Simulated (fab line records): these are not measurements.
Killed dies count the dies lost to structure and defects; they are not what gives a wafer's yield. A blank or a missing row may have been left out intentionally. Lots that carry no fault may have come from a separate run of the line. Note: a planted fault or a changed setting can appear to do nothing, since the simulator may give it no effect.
Which tool did it? || flow gf180mcu || 12 lots, 36 wafers sampled, at 1 step of a route of 602

## WHAT THE GAUGES SHOWED, per wafer
GF_STI_BOW_MEAS_00.
{"lot": "L075", "measured": "day 1 15:04", "on": "film metro-03", "INCOMING_BOW (um)": "-15 5 -1"}
{"lot": "L077", "measured": "day 2 01:00", "on": "film metro-03", "INCOMING_BOW (um)": "4 1 4"}
{"lot": "L079", "measured": "day 2 11:00", "on": "film metro-03", "INCOMING_BOW (um)": "-8 -4 11"}
{"lot": "L081", "measured": "day 2 21:00", "on": "film metro-03", "INCOMING_BOW (um)": "-2 -8 7"}
{"lot": "L083", "measured": "day 3 07:01", "on": "film metro-03", "INCOMING_BOW (um)": "-7 4 9"}
{"lot": "L085", "measured": "day 3 17:01", "on": "film metro-02", "INCOMING_BOW (um)": "-5 4 -3"}
{"lot": "L087", "measured": "day 4 03:00", "on": "film metro-02", "INCOMING_BOW (um)": "2 -10 -6"}
{"lot": "L089", "measured": "day 4 13:00", "on": "film metro-03", "INCOMING_BOW (um)": "7 4 -5"}
{"lot": "L091", "measured": "day 4 23:00", "on": "film metro-01", "INCOMING_BOW (um)": "1 0 0"}
{"lot": "L093", "measured": "day 5 09:00", "on": "film metro-02", "INCOMING_BOW (um)": "-1 -6 -1"}
{"lot": "L095", "measured": "day 5 19:00", "on": "film metro-02", "INCOMING_BOW (um)": "2 -6 2"}
{"lot": "L097", "measured": "day 6 05:02", "on": "film metro-01", "INCOMING_BOW (um)": "13 4 1"}

## WHAT TOOL EACH LOT RAN ON (gives the tool, then ch and the chambers of the sampled wafers, and finally the start)
Before these readings, the record contains no process step.

## THE ANSWER, worked out from the rows above alone
Rule: the usual values come from the lots themselves. The widest of any qualifying gaps counts: lots, ordered by their means at a reading, are off when they make up no more than a third of the lots, leave a main group of 4 or more, and stand apart from it by 3 or more times the standard deviation of that group's means. A main group whose means are all the same, to the digits that the tables above print for the reading, isn't used. A lot without any number at a reading at which 4 lots or more have one is off too. The other lots that the step has rows for count as sound.
No lot is off on any of the readings shown, so nothing can be concluded from this.

## WHAT THE SIMULATOR PUT IN
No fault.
